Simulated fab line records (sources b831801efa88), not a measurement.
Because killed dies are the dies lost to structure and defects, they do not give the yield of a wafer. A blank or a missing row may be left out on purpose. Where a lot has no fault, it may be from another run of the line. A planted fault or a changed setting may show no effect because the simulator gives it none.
Struck lot and sound lot, side by side    flow sky130    15 steps out of a route of 708
Sound: these wafers, L324.4, L324.5, L324.6. Struck: wafer L338.2 (left out: L338.1, a lot-mate that was not struck); the cause follows at the end.
For every step that has rows: the tool of each side, followed by ch and its chambers, followed by its first start. Under that, the readings that differ: sound wafers    struck wafers    difference of the means    sigmas: that difference in standard deviations of wafers without a fault.
alike: readings with means less than 2 such deviations apart, plus words and numbers identical on both sides. not compared: withheld readings, readings lacking a value on some wafer, bounds such as >300 that could conceal the same value, and numbers that have no deviation in the record and whose values overlap.
A row with sigmas, a row that says differs or no value, or rows on one side alone: a step with any of these is where the two part. Numbers that have no deviation but don't overlap get no sigmas and don't part them. A reading missing from all wafers of one side parts the sides only when that side holds two or more wafers.

first, 2 steps without rows for these wafers: SKY_METAL3_PEB_11; SKY_METAL3_DEVELOP_12 (develop time 60 s).
SKY_METAL3_CD_MEAS_13 targets a cd of 300 nm.
  sound on cd_sem-02 at day 38 05:05; struck on cd_sem-01 at day 42 15:25
  alike: cd_nm
SKY_METAL3_OVL_MEAS_14:
  sound on overlay-02 at day 38 05:10; struck on overlay-01 at day 42 15:32
  alike: METAL3_OVL
SKY_METAL3_DESCUM_15: chemistry O2, time 8 s.
  sound on rie_metal-03 ch 0,1, day 38 05:11; struck on rie_metal-02 ch 0, day 42 15:34
reading                 sound  struck  difference                    sigmas
rf_hours_counter_h (h)  - - -  11      no value on the sound wafers  
  alike: drypump_motor_current_A, he_backside_leak_sccm, oes_product_au
SKY_METAL3_ETCH_16: etches BARC in N2/H2, stops on SiO2, time 88.2 s, target depth 60 nm.
  sound on rie_metal-03 ch 0,1, day 38 05:15; struck on rie_metal-02 ch 0, day 42 15:36
reading                 sound  struck  difference                    sigmas
rf_hours_counter_h (h)  - - -  11      no value on the sound wafers  
  alike: bias_w, drypump_motor_current_A, he_backside_leak_sccm, oes_product_au, throttle_valve_pct
SKY_METAL3_ETCH_17: etches SiO2 in C4F8/O2/Ar, stops on TiN, time 3.9 s, target depth 15 nm.
  sound on rie_diel-04 ch 0,2,3, day 38 05:19; struck on rie_diel-02 ch 0, day 42 15:42
  alike: bias_w, oes_product_au
  not compared: rf_hours_counter_h
SKY_METAL3_METAL_ETCH_18: etches the open film in Cl2/BCl3, stops on SiO2, target depth 845 nm, time 183.1 s.
  sound on rie_metal-01 ch 0,1, day 38 05:23; struck on rie_metal-03 ch 1, day 42 15:43
reading                 sound  struck  difference                    sigmas
rf_hours_counter_h (h)  - - -  19      no value on the sound wafers  
  alike: bias_w, drypump_motor_current_A, he_backside_leak_sccm, oes_product_au, throttle_valve_pct
SKY_METAL3_STRIP_19: strips in O2/N2.
  sound on plasma_asher-04 ch 0,1, day 38 05:32; struck on plasma_asher-01 ch 0, day 42 15:53
reading                 sound  struck  difference                    sigmas
rf_hours_counter_h (h)  - - -  25      no value on the sound wafers  
  alike: drypump_motor_current_A, oes_product_au, strip_time_to_endpoint_s
then, 3 steps without rows for these wafers: SKY_METAL3_STRIP_20 (strips in post etch residue remover, time 1200 s); SKY_METAL3_CLEAN_21 (cleans in IPA, time 180 s); SKY_METAL3_CLEAN_22 (cleans in O3/DIW).
SKY_VIA3_HDPCVD_00: deposits SiO2, target thk 1635 nm, time 272.5 s.
  sound on hdpcvd-02 ch 0,1,2, day 38 06:14; struck on hdpcvd-02 ch 2, day 42 16:33
reading                                   sound              struck  difference  sigmas
run_length_s (s)                          301.0 300.0 300.9  313.4   +12.8       +19
model.SiO2_of_VIA3_HDPCVD_00.thk_nm (nm)  1632 1605 1610     1698    +82         
SKY_VIA3_THK_MEAS_01:
  sound on film_metro-04 at day 38 06:21; struck on film_metro-03 at day 42 16:57
reading               sound           struck  difference  sigmas
VIA3_HDPCVD_THK (nm)  1633 1605 1611  1698    +82         +6
  not compared: hold
following that, these wafers have no rows for 1 step: SKY_PAD_OPEN_PROBE_99.

## WHERE THEY PART
Earliest at SKY_METAL3_DESCUM_15; latest, in this record, at SKY_VIA3_THK_MEAS_01.

WHY: whatever the simulator had introduced
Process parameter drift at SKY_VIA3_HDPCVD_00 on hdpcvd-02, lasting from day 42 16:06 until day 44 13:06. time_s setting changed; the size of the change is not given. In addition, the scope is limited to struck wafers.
